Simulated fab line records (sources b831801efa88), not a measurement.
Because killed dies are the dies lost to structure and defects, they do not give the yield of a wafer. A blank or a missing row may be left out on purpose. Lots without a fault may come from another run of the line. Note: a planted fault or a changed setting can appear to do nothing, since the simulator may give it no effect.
Which tool is to blame? || flow sfq_line || 21 wafers from 7 lots sampled at 2 of the route's 325 steps

== WHAT THE GAUGES READ, wafer by wafer ==
SFQ_M5_OVL_MEAS_932.
{"lot": "L553", "measured": "day 57 22:56", "on": "overlay-02", "M5_OVL (nm)": "1 2 -2"}
{"lot": "L555", "measured": "day 58 07:20", "on": "overlay-02", "M5_OVL (nm)": "6 2 -1"}
{"lot": "L559", "measured": "day 59 19:21", "on": "overlay-01", "M5_OVL (nm)": "0 1 6"}
{"lot": "L563", "measured": "day 61 03:16", "on": "overlay-02", "M5_OVL (nm)": "-4 -5 1"}
{"lot": "L565", "measured": "day 61 13:00", "on": "overlay-01", "M5_OVL (nm)": "2 -2 3"}
{"lot": "L567", "measured": "day 61 22:43", "on": "overlay-01", "M5_OVL (nm)": "1 -5 -4"}
{"lot": "L573", "measured": "day 64 02:22", "on": "overlay-01", "M5_OVL (nm)": "4 6 6"}

== WHICH TOOL RAN EACH LOT (tool, then ch and the chambers of the sampled wafers, then the start) ==
{"lot": "L553", "SFQ_TRILAYER_JJ_TRILAYER_DEP_SPUTTER_109": "pvd_sputter-04, day 52 01:10"}
{"lot": "L555", "SFQ_TRILAYER_JJ_TRILAYER_DEP_SPUTTER_109": "pvd_sputter-04, day 52 09:32"}
{"lot": "L559", "SFQ_TRILAYER_JJ_TRILAYER_DEP_SPUTTER_109": "pvd_sputter-06, day 54 05:53"}
{"lot": "L563", "SFQ_TRILAYER_JJ_TRILAYER_DEP_SPUTTER_109": "pvd_sputter-06, day 55 19:37"}
{"lot": "L565", "SFQ_TRILAYER_JJ_TRILAYER_DEP_SPUTTER_109": "pvd_sputter-05, day 56 08:19"}
{"lot": "L567", "SFQ_TRILAYER_JJ_TRILAYER_DEP_SPUTTER_109": "pvd_sputter-06, day 56 22:55"}
{"lot": "L573", "SFQ_TRILAYER_JJ_TRILAYER_DEP_SPUTTER_109": "pvd_sputter-06, day 58 18:31"}
- SFQ_TRILAYER_JJ_TRILAYER_DEP_SPUTTER_109: material Nb, target thk 150 nm, time 100 s.

== THE ANSWER, worked out from the rows above alone ==
Rule: the usual values come from the lots themselves. Put in order of their means at a reading, lots are off if they are a third of the lots or fewer, leave a main group of 4 or more, and stand apart from it by a gap of 3 or more times the standard deviation of the main group's means; of several such gaps the widest counts. The tables above print the reading to a certain number of digits; a main group whose means all agree to those digits is not used. Also off: a lot with no number at a reading for which 4 or more lots have one. The other lots that the step has rows for count as sound.
Nothing can be told from this: no lot is off at any reading shown.

== WHAT THE SIMULATOR HAD INSERTED ==
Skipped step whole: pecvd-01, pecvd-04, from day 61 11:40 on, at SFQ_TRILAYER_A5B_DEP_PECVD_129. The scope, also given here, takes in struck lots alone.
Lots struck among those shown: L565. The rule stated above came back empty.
